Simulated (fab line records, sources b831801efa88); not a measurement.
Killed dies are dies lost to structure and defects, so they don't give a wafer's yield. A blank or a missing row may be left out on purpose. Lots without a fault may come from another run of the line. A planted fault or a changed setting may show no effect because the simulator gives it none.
A struck lot beside a sound one | flow sfq_line | 37 steps out of a route of 325
Sound: wafers L836.1, L836.2, L836.6. Struck: wafers L828.1, L828.3, L828.6. The cause comes at the end.
At each step with rows: each side's tool, then ch and its chambers, then its first start. Under that, the readings that differ: sound wafers | struck wafers | difference of the means | sigmas: that difference in standard deviations of wafers without a fault.
alike: readings whose means differ by less than 2 such deviations, and words and numbers that are the same on both sides. not compared: withheld readings, readings that some wafer has no value for, bounds like >300 that may hide the same value, and numbers for which the record gives no deviation and whose values overlap.
The two part at a step that has a row with sigmas, a row that says differs or no value, or rows on one side only. Numbers that don't overlap but have no deviation are shown without sigmas and don't part them. A reading that every wafer of one side lacks parts them only if that side has two wafers or more.

SFQ_L0_RS_MEAS_901: measures by four-point-probe.
  sound on film_metro-01, day 4 15:34; struck on film_metro-01, day 2 23:34
  alike: L0_MONX_KI_RS
SFQ_L0_THK_MEAS_902: measures by xrf.
  sound on film_metro-01, day 4 15:41; struck on film_metro-01, day 2 23:41
  alike: L0_MONX_KI_THK
then, 6 steps without rows for these wafers: SFQ_TRILAYER_L0_LITHO_COAT_010 (resist thk 62 nm); SFQ_TRILAYER_L0_LITHO_COAT_005 (resist thk 595 nm); SFQ_TRILAYER_L0_LITHO_SOFTBAKE_009; SFQ_TRILAYER_L0_LITHO_EXPOSE_006 (exposes mask L0, target cd 2000 nm); SFQ_TRILAYER_L0_LITHO_PEB_008 (peb time 60 s); SFQ_TRILAYER_L0_LITHO_DEVELOP_007 (time 60 s).
SFQ_TRILAYER_L0_BARC_OPEN_METAL_ETCH_010: etches BARC in O2, target depth 125 nm, time 41.7 s.
  sound on rie_metal-04 ch 0,1, day 5 22:54; struck on rie_metal-02 ch 0, day 3 15:24
  alike: chamber_pressure_mTorr, drypump_motor_current_A, oes_product_au
  not compared: rf_hours_counter_h
then, 1 step without rows for these wafers: SFQ_TRILAYER_L0_ETCH_METAL_ETCH_008 (etches MoNx KI in SF6/O2, stops on SiO2, target depth 50 nm, time 25 s).
SFQ_TRILAYER_L0_STRIP_STRIP_009: strips in O2.
  sound on rie_metal-04 ch 0,1, day 5 23:01; struck on rie_metal-02 ch 0, day 3 15:31
  alike: chamber_pressure_mTorr, drypump_motor_current_A, oes_product_au, platen_temp_c
  not compared: rf_hours_counter_h
then, 1 step without rows for these wafers: SFQ_TRILAYER_L0_STRIP_SOLV_CLEAN_010 (cleans in NMP, time 600 s).
SFQ_TRILAYER_L0_CAP_PECVD_011: deposits SiO2 from SiH4/N2O, time 13.333 s, target thk 60 nm.
  sound on pecvd-03 ch 0,2, day 5 23:47; struck on pecvd-01 ch 0,2, day 3 16:17
  no value came back on the struck wafers for chamber_pressure_Torr (Torr), heater_power_outer_w (W), heater_power_w (W), throttle_valve_pct (%); on the sound wafers chamber_pressure_Torr (Torr) reads 2.403 2.394 2.397
  not compared: since_wet_clean_h
then, 6 steps without rows for these wafers: SFQ_TRILAYER_L0_VIA_LITHO_COAT_018 (resist thk 62 nm); SFQ_TRILAYER_L0_VIA_LITHO_COAT_013 (resist thk 639.5 nm); SFQ_TRILAYER_L0_VIA_LITHO_SOFTBAKE_017; SFQ_TRILAYER_L0_VIA_LITHO_EXPOSE_014 (exposes mask L0V, target cd 700 nm); SFQ_TRILAYER_L0_VIA_LITHO_PEB_016 (peb time 60 s); SFQ_TRILAYER_L0_VIA_LITHO_DEVELOP_015 (time 60 s).
-- the record jumps here: 2 days lie between the struck wafers' starts before and after --
SFQ_L0V_OVL_MEAS_903:
  sound on overlay-02, day 9 02:26; struck on overlay-02, day 6 03:42
  reading      | sound   | struck  | difference | sigmas
  L0V_OVL (nm) | 13 9 14 | -4 3 -1 | -13        | -3
then, 1 step without rows for these wafers: SFQ_TRILAYER_L0_VIA_BARC_OPEN_VIA_ETCH_021 (etches BARC in O2, target depth 125 nm, time 41.7 s).
SFQ_TRILAYER_L0_VIA_ETCH_VIA_ETCH_016: etches SiO2 in CHF3, stops on MoNx KI, target depth 80 nm.
  sound on rie_diel-02 ch 0,2,3, day 9 02:31; struck on rie_diel-03 ch 1,3, day 6 03:47
  reading                  | sound             | struck            | difference | sigmas
  oes_product_au (a.u.)    | 0.844 0.848 0.850 | 0.377 0.374 0.381 | -0.470     | -61
  model.etch.depth_nm (nm) | 60.47 59.98 60.72 | 0 0 0             | -60        |
  alike: chamber_pressure_mTorr, drypump_motor_current_A
then, 3 steps without rows for these wafers: SFQ_TRILAYER_L0_VIA_STRIP_STRIP_017 (strips in O2); SFQ_TRILAYER_L0_VIA_STRIP_SOLV_CLEAN_018 (cleans in NMP, time 600 s); SFQ_TRILAYER_M0_DEP_PRE_CLEAN_020 (time 15 s).
SFQ_TRILAYER_M0_DEP_SPUTTER_019: material Nb, target thk 200 nm, time 133.3 s.
  sound on pvd_sputter-04, day 9 03:22; struck on pvd_sputter-06, day 6 04:38
  alike: throttle_valve_pct
SFQ_M0_RS_MEAS_904: measures by four-point-probe.
  sound on film_metro-03, day 9 03:28; struck on film_metro-01, day 6 04:43
  reading           | sound             | struck            | difference | sigmas
  M0_NB_RS (ohm/sq) | 0.865 0.867 0.860 | 0.895 0.897 0.898 | +0.033     | +3
then, 3 steps without rows for these wafers: SFQ_TRILAYER_M0_LITHO_COAT_026 (resist thk 62 nm); SFQ_TRILAYER_M0_LITHO_COAT_021 (resist thk 600 nm); SFQ_TRILAYER_M0_LITHO_SOFTBAKE_025.
-- the record jumps here: 3 days lie between the struck wafers' starts before and after --
SFQ_TRILAYER_M0_LITHO_EXPOSE_022: exposes mask M0, target cd 500 nm.
  sound on krf_scanner-01 ch 0, day 13 08:30; struck on krf_scanner-02, day 9 12:56
  no value came back on the struck wafers for exposure_dose_mJ_cm2, focus_offset_nm (nm), sigma_outer; on the sound wafers exposure_dose_mJ_cm2 reads 14.413 14.395 14.415
  alike: mask
SFQ_TRILAYER_M0_LITHO_PEB_024: peb time 62.16 s.
  sound on litho_track-03 ch 0, day 13 09:42; struck on litho_track-04 ch 0, day 9 14:08
  alike: plate_sensor_t_centre_C, plate_sensor_t_edge_C
then, 1 step without rows for these wafers: SFQ_TRILAYER_M0_LITHO_DEVELOP_023 (time 60 s).
SFQ_M0_OVL_MEAS_906:
  sound on overlay-02, day 13 10:00; struck on overlay-02, day 9 14:26
  reading     | sound    | struck | difference                    | sigmas
  M0_OVL (nm) | -6 -8 -8 | - - -  | no value on the struck wafers |
then, 1 step without rows for these wafers: SFQ_TRILAYER_M0_BARC_OPEN_METAL_ETCH_031 (etches BARC in O2, target depth 125 nm, time 41.7 s).
SFQ_TRILAYER_M0_ETCH_METAL_ETCH_024: etches Nb in Cl2/Ar, stops on SiO2, target depth 240 nm, time 120 s.
  sound on rie_metal-01 ch 0,1, day 13 10:06; struck on rie_metal-02 ch 0,1, day 9 14:32
  reading               | sound             | struck            | difference | sigmas
  oes_product_au (a.u.) | 0.905 0.905 0.908 | 0.880 0.889 0.894 | -0.018     | -2
  alike: chamber_pressure_mTorr, drypump_motor_current_A
  not compared: rf_hours_counter_h, model.M0.cd_nm
SFQ_TRILAYER_M0_STRIP_STRIP_025: strips in O2.
  sound on rie_metal-01 ch 0,1, day 13 10:13; struck on rie_metal-02 ch 0,1, day 9 14:39
  alike: chamber_pressure_mTorr, drypump_motor_current_A, oes_product_au, platen_temp_c
  not compared: rf_hours_counter_h

WHERE THEY PART
First at SFQ_TRILAYER_L0_CAP_PECVD_011; last, within this record, at SFQ_TRILAYER_M0_ETCH_METAL_ETCH_024. Later steps at which nothing parts them and some readings are alike: SFQ_TRILAYER_M0_STRIP_STRIP_025.

WHY: what the simulator had put in
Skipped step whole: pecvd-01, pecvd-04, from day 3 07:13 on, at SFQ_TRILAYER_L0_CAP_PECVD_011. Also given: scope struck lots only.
